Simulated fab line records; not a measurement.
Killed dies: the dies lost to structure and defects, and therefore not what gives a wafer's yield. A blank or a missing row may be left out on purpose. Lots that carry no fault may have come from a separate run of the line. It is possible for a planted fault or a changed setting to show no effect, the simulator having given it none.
Matching of chambers | flow sky130 | SKY_POLY_CUT_ETCH_11 on rie-diel-01: 4 sister chambers
The step etches Si3N4 in CF4/CH2F2/Ar, stops on poly-Si, time 42.5 s, target depth 60 nm. 4 wafers are shown with their chamber, then 9 later ones without.

== WAFERS PAIRED WITH THEIR CHAMBERS ==
wafer  | chamber | drypump-motor-current-A (A)
L080.6 | 1       | 5.2
L084.3 | 0       | 5.8
L087.3 | 3       | 6.7
L087.6 | 2       | 5.2

== WAFERS WHOSE CHAMBER IS MISSING ==
wafer  | drypump-motor-current-A (A)
L090.4 | 6.7
L090.5 | 6.7
L090.6 | 5.3
L091.2 | 6.6
L091.5 | 5.8
L091.6 | 5.1
L094.2 | 6.7
L094.5 | 5.2
L094.6 | 6.7

== WHICH CHAMBER EACH WENT THROUGH ==
wafer  | from the rows above     | in truth
L090.4 | 3                       | 3
L090.5 | 3                       | 3
L090.6 | can't be placed: 1 or 2 | 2
L091.2 | 3                       | 3
L091.5 | 0                       | 0
L091.6 | can't be placed: 1 or 2 | 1
L094.2 | 3                       | 3
L094.5 | can't be placed: 1 or 2 | 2
L094.6 | 3                       | 3
Correctly placed: 6 of 9. Cannot be placed on the basis of these rows: 3; the candidates contain the true chamber in 3. Wrongly placed: 0.
How it was worked out, from the rows above alone: a wafer's distance from a chamber is the root of the sum, over the readings, of the square of ((its reading less the chamber's mean) divided by the reading's scatter). If the next closest chamber is less than 2 further off than the closest, the wafer can't be placed; otherwise it belongs to the closest. For every chamber, the mean is computed from those of its wafers that are shown. The scatter (one wafer shown for each chamber): square how far every hidden wafer sits from the nearest shown wafer, average those squares and take the square root.
